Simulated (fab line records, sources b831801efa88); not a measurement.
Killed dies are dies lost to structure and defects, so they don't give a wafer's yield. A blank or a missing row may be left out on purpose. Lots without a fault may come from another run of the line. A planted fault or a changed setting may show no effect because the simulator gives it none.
fab line records | flow sky130
record lots=12 wafers=36 last_day=50
route steps=708 shown FIELD_ISO@1 VT_ADJUST_NCORE@126 POLY_GATE@230 LDD_HVN@269
lots that met no fault: from a run of the same line without faults
start_h: hours from the record's first day to the start of the lot's first wafer shown | wait_h: hours since the lot's step before | " the same as in the row above | L1.1+2: a row that stands for several wafers | - no value, or no start given | * or withheld: withheld | < > ~ a bound
route shown NAME@n: a module of which the file shows steps, and the number in the route of the first | usual: mean/standard deviation of fault-free wafers | same: alike in all rows | chamber/n: place in a boat | sites: the reading at each site | _std_site: their standard deviation | _edge_site: outer sites' mean less inner sites' | radius_mm: how far each site lies from the wafer's centre | mask NAME#n: copy n | behind: the tool/chamber that last shaped the wafer | hold: why the lot was held/for how many hours/how that ended | device: the transistor (n, p or np) that didn't switch | end of line: the same wafers' tests at the end of the route | a step without rows: its recipe alone | killed: dies lost to structure and defects at the first sort, not the wafer's yield | map: a wafer's dies, x killed, . not, _ none there
set.NAME: the setting as run; set.NAME@STEP: as run at that earlier step | model.NAME: the simulator's own value behind a step, which no gauge read
steps of the route over a sample of lots; a table a step, a row a wafer
services: from which hour (start_h, from the record's first day; less than 0 if before it) a tool's chamber was out of use, for how many hours, and why
## steps
# step SKY_FIELD_ISO_BOW_MEAS_00
# recipe mode=bow
# usual INCOMING_BOW=0/6.1
# columns lot.wafer tool chamber start_h wait_h INCOMING_BOW[um]
L702.1 film_metro-02 - 15.00 - -2
L702.2 " - " " 1
L702.6 " - " " -5
L704.2 film_metro-03 - 25.02 - 11
L704.3 " - " " 2
L704.4 " - " " -10
L705.1 film_metro-01 - 30.00 - 4
L705.3 " - " " -2
L705.6 " - " " 1
L706.3 film_metro-02 - 35.04 - -6
L706.4 " - " " -2
L706.6 " - " " 1
L707.3 film_metro-02 - 40.04 - 0
L707.5 " - " " 3
L707.6 " - " " 3
L710.2 film_metro-03 - 55.02 - -2
L710.3 " - " " 9
L710.5 " - " " 9
L712.1 film_metro-01 - 65.00 - -2
L712.4 " - " " -9
L712.6 " - " " 0
L713.2 film_metro-01 - 70.02 - -1
L713.3 " - " " 7
L713.4 " - " " -2
L714.1 film_metro-03 - 75.00 - -5
L714.3 " - " " -4
L714.4 " - " " 2
L716.1 film_metro-02 - 85.00 - 8
L716.3 " - " " -10
L716.4 " - " " -6
L719.1 film_metro-02 - 100.00 - -6
L719.4 " - " " 3
L719.5 " - " " 4
L724.1 film_metro-03 - 125.00 - -5
L724.3 " - " " 9
L724.6 " - " " 1
# step SKY_VT_ADJUST_NCORE_CD_MEAS_07
# recipe target_cd_nm=380
# usual cd_nm=380.5/2.2
# columns lot.wafer tool chamber start_h wait_h cd_nm
L702.1 cd_sem-02 - 185.59 0.1 382.0
L702.2 " - " " 385.2
L702.6 " - " " 381.6
L704.2 cd_sem-02 - 200.71 0.1 381.0
L704.3 " - " " 381.4
L704.4 " - " " 383.3
L705.1 cd_sem-02 - 212.44 0.1 377.7
L705.3 " - " " 376.9
L705.6 " - " " 379.0
L706.3 cd_sem-02 - 218.60 0.1 374.6
L706.4 " - " " 376.0
L706.6 " - " " 376.4
L707.3 cd_sem-01 - 223.81 0.1 381.2
L707.5 " - " " 380.8
L707.6 " - " " 378.9
L710.2 cd_sem-02 - 243.14 0.1 375.7
L710.3 " - " " 376.5
L710.5 " - " " 375.1
L712.1 cd_sem-02 - 262.49 0.1 381.3
L712.4 " - " " 381.4
L712.6 " - " " 380.1
L713.2 cd_sem-02 - 272.89 0.1 382.0
L713.3 " - " " 382.6
L713.4 " - " " 381.4
L714.1 cd_sem-01 - 278.69 0.1 379.4
L714.3 " - " " 379.6
L714.4 " - " " 380.9
L716.1 cd_sem-02 - 282.37 0.1 381.4
L716.3 " - " " 381.9
L716.4 " - " " 384.3
L719.1 cd_sem-01 - 311.41 0.1 382.1
L719.4 " - " " 382.4
L719.5 " - " " 384.7
L724.1 cd_sem-02 - 343.62 0.1 380.4
L724.3 " - " " 382.2
L724.6 " - " " 381.7
# step SKY_POLY_GATE_ETCH_16
# recipe stop_on=poly-Si chemistry=CH3F/O2 target=Si3N4 source_w=400 bias_w=80 pressure_mtorr=25 ch3f_flow_sccm=40 O2_flow_sccm=30 time_s=147.5 target_depth_a=750
# usual O2_flow_sccm=29.99/0.098 drypump_motor_current_A=5.6/0.55 oes_product_au=0.640/0.0052 throttle_valve_pct=10.535/0.0092
# columns lot.wafer tool chamber start_h wait_h O2_flow_sccm drypump_motor_current_A oes_product_au rf_hours_counter_h throttle_valve_pct
L702.1 rie_diel-04 0 380.80 0.0 29.92 5.9 0.638 0 10.523
L702.2 " 1 " " 29.87 6.3 0.633 111 10.535
L702.6 " 2 " " 30.00 5.4 0.647 - 10.539
L704.2 rie_diel-04 1 395.05 0.0 30.04 6.3 0.644 111 10.543
L704.3 " 3 " " 30.00 5.8 0.637 22 10.523
L704.4 " 0 " " 30.06 5.9 0.632 1 10.548
L705.1 rie_diel-02 2 410.42 0.0 30.01 6.0 0.632 39 10.555
L705.3 " 3 " " 30.04 5.3 0.640 101 10.519
L705.6 " 2 " " 29.80 5.9 0.630 - 10.519
L706.3 rie_diel-04 3 420.03 0.0 29.98 5.8 0.638 23 10.537
L706.4 " 3 " " 30.07 5.8 0.639 - 10.548
L706.6 " 0 " " 30.02 5.9 0.646 - 10.544
L707.3 rie_diel-04 0 425.32 0.0 29.91 6.0 0.634 2 10.530
L707.5 " 0 " " 29.96 6.0 0.639 - 10.543
L707.6 " 2 " " 29.77 5.4 0.634 - 10.531
L710.2 rie_diel-03 3 448.06 0.0 30.06 4.7 0.644 4 10.518
L710.3 " 2 " " 29.93 4.8 0.649 16 10.534
L710.5 " 2 " " 30.04 4.8 0.633 - 10.522
L712.1 rie_diel-03 1 475.73 0.0 29.95 6.2 0.634 8 10.526
L712.4 " 0 " " 29.98 5.2 0.627 55 10.535
L712.6 " 1 " " 29.96 6.2 0.636 - 10.521
L713.2 rie_diel-04 1 482.43 0.0 29.87 6.3 0.639 1 10.550
L713.3 " 0 " " 29.85 5.9 0.647 3 10.536
L713.4 " 2 " " 29.81 5.4 0.640 11 10.527
L714.1 rie_diel-04 3 490.53 0.0 29.97 5.8 0.639 25 10.532
L714.3 " 1 " " 30.00 6.3 0.635 1 10.546
L714.4 " 2 " " 29.87 5.4 0.639 11 10.508
L716.1 rie_diel-03 0 498.96 0.0 29.98 5.2 0.632 55 10.519
L716.3 " 3 " " 29.92 4.7 0.631 5 10.548
L716.4 " 3 " " 30.05 4.7 0.650 - 10.530
L719.1 rie_diel-03 3 528.28 0.0 30.06 4.6 0.645 6 10.537
L719.4 " 2 " " 30.19 4.8 0.646 18 10.530
L719.5 " 1 " " 30.16 6.2 0.634 - 10.515
L724.1 rie_diel-03 2 565.11 0.0 29.97 4.8 0.644 18 10.528
L724.3 " 3 " " 29.97 4.7 0.645 6 10.536
L724.6 " 1 " " 30.16 6.2 0.642 - 10.539
# step SKY_LDD_HVN_COAT_02
# recipe resist=NOVOLAK spin_rpm=3000 resist_thk_nm=300
# columns lot.wafer tool chamber start_h wait_h
L702.1+2+6 litho_track-03 0 457.39 0.1
L704.2+3+4 litho_track-03 0 475.71 0.1
L705.1+3+6 litho_track-04 0 493.73 0.1
L706.3+4+6 litho_track-03 0 501.34 0.1
L707.3+5+6 litho_track-01 0 505.37 0.1
L710.2+3+5 litho_track-03 0 526.76 0.1
L712.1+4+6 litho_track-03 0 553.74 0.1
L713.2+3+4 litho_track-03 0 560.01 0.1
L714.1+3+4 litho_track-04 0 568.18 0.1
L716.1+3+4 litho_track-01 0 575.82 0.1
L719.1+4+5 litho_track-01 0 604.62 0.1
L724.1+3+6 litho_track-04 0 639.78 0.1
# step SKY_LDD_HVN_STRIP_09
# recipe chemistry=O2/N2 power_w=1400 pressure_mtorr=1500 platen_temp_c=withheld o2_flow_sccm=3000 n2_flow_sccm=300 overash_fraction=0.5
# usual drypump_motor_current_A=5.92/0.28 oes_product_au=0.408/0.0049 strip_time_to_endpoint_s=4.124/0.014
# columns lot.wafer tool chamber start_h wait_h drypump_motor_current_A oes_product_au rf_hours_counter_h strip_time_to_endpoint_s
L702.1 plasma_asher-02 1 472.72 0.1 6.26 0.415 80 4.145
L702.2 " 0 " " 6.01 0.405 80 4.125
L702.6 " 0 " " 6.02 0.404 - 4.138
L704.2 plasma_asher-03 1 491.21 0.1 5.51 0.410 6 4.128
L704.3 " 0 " " 6.14 0.405 - 4.155
L704.4 " 1 " " 5.49 0.402 - 4.143
L705.1 plasma_asher-04 1 509.51 0.1 5.66 0.419 39 4.123
L705.3 " 1 " " 5.65 0.410 - 4.156
L705.6 " 0 " " 6.10 0.415 - 4.142
L706.3 plasma_asher-03 0 516.80 0.1 6.15 0.411 - 4.128
L706.4 " 1 " " 5.48 0.406 - 4.107
L706.6 " 0 " " 6.18 0.400 - 4.124
L707.3 plasma_asher-04 0 520.81 0.1 6.07 0.417 - 4.131
L707.5 " 0 " " 6.07 0.409 - 4.128
L707.6 " 1 " " 5.66 0.410 - 4.130
L710.2 plasma_asher-04 0 542.36 0.1 6.07 0.407 43 4.141
L710.3 " 1 " " 5.64 0.407 - 4.132
L710.5 " 1 " " 5.64 0.409 - 4.114
L712.1 plasma_asher-02 0 568.42 0.1 5.97 0.411 89 4.342
L712.4 " 0 " " 5.98 0.414 - 4.100
L712.6 " 0 " " 5.99 0.409 - 4.086
L713.2 plasma_asher-03 0 575.36 0.1 6.16 0.413 14 4.350
L713.3 " 1 " " 5.53 0.407 - 4.127
L713.4 " 0 " " 6.15 0.410 - 4.132
L714.1 plasma_asher-03 0 583.61 0.1 6.16 0.404 15 4.120
L714.3 " 0 " " 6.13 0.401 - 4.104
L714.4 " 1 " " 5.52 0.408 - 4.102
L716.1 plasma_asher-02 1 591.36 0.1 6.27 0.402 92 4.118
L716.3 " 1 " " 6.24 0.413 - 4.115
L716.4 " 0 " " 6.02 0.414 - 4.106
L719.1 plasma_asher-04 0 619.76 0.1 6.09 0.404 50 4.132
L719.4 " 0 " " 6.11 0.406 - 4.134
L719.5 " 1 " " 5.68 0.407 - 4.123
L724.1 plasma_asher-02 0 654.71 0.1 6.01 0.408 98 4.111
L724.3 " 1 " " 6.26 0.407 - 4.124
L724.6 " 0 " " 6.01 0.403 - 4.124
## services
# columns tool chamber start_h hours kind
rie_diel-03 3 357.25 6.5 repair
rie_diel-03 2 365.62 4.8 repair
rie_diel-04 2 366.45 4.3 repair
rie_diel-03 - 379.21 2.8 pm
rie_diel-04 - 393.92 0.2 repair
rie_diel-04 2 405.26 12.4 repair
rie_diel-04 0 413.68 4.3 repair
plasma_asher-03 - 421.25 9.0 pm
plasma_asher-03 - 432.13 0.4 repair
rie_diel-02 0 433.02 4.2 repair
rie_diel-02 - 442.67 0.5 repair
plasma_asher-02 - 459.30 1.2 repair
rie_diel-02 1 459.92 11.6 repair
rie_diel-02 - 473.68 28.1 pm
rie_diel-03 1 493.24 7.0 repair
plasma_asher-02 - 506.91 13.5 repair
rie_diel-04 2 507.37 4.2 repair
rie_diel-03 0 509.87 7.7 repair
plasma_asher-03 - 510.19 4.3 repair
rie_diel-02 - 523.24 1.0 repair
rie_diel-03 0 561.43 4.4 repair
rie_diel-04 0 565.71 3.1 repair
plasma_asher-04 - 574.13 7.3 pm
plasma_asher-02 - 583.73 2.8 pm
## key
first_sign step=SKY_LDD_HVN_STRIP_09 reading=strip_time_to_endpoint_s direction=up sigmas=16 usual=* struck=*
effect none on later readings
met_at SKY_LDD_HVN_COAT_02
struck_lots L712,L713
struck_wafers L712.1,L713.2
tester_left_out L712,L713
not_acting_at SKY_FIELD_ISO_BOW_MEAS_00,SKY_VT_ADJUST_NCORE_CD_MEAS_07,SKY_POLY_GATE_ETCH_16
onset_between 526.76 553.74
fault kind=process_parameter_drift tool=litho_track-03 chamber=- onset_h=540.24 steps=SKY_LDD_HVN_COAT_02 channel=resist_thk_nm offset=17.143 shape=step end_h=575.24 scope=struck_wafers_only acts_in=these_recipes_only stated=300
# tester_left_out: of these lots the tester's yield and bins aren't shown, on N5 and GAA mostly nor the transistor test; their killed dies are dies lost to structure and defects alone, not to doping, threshold or leakage, so they don't give the yield
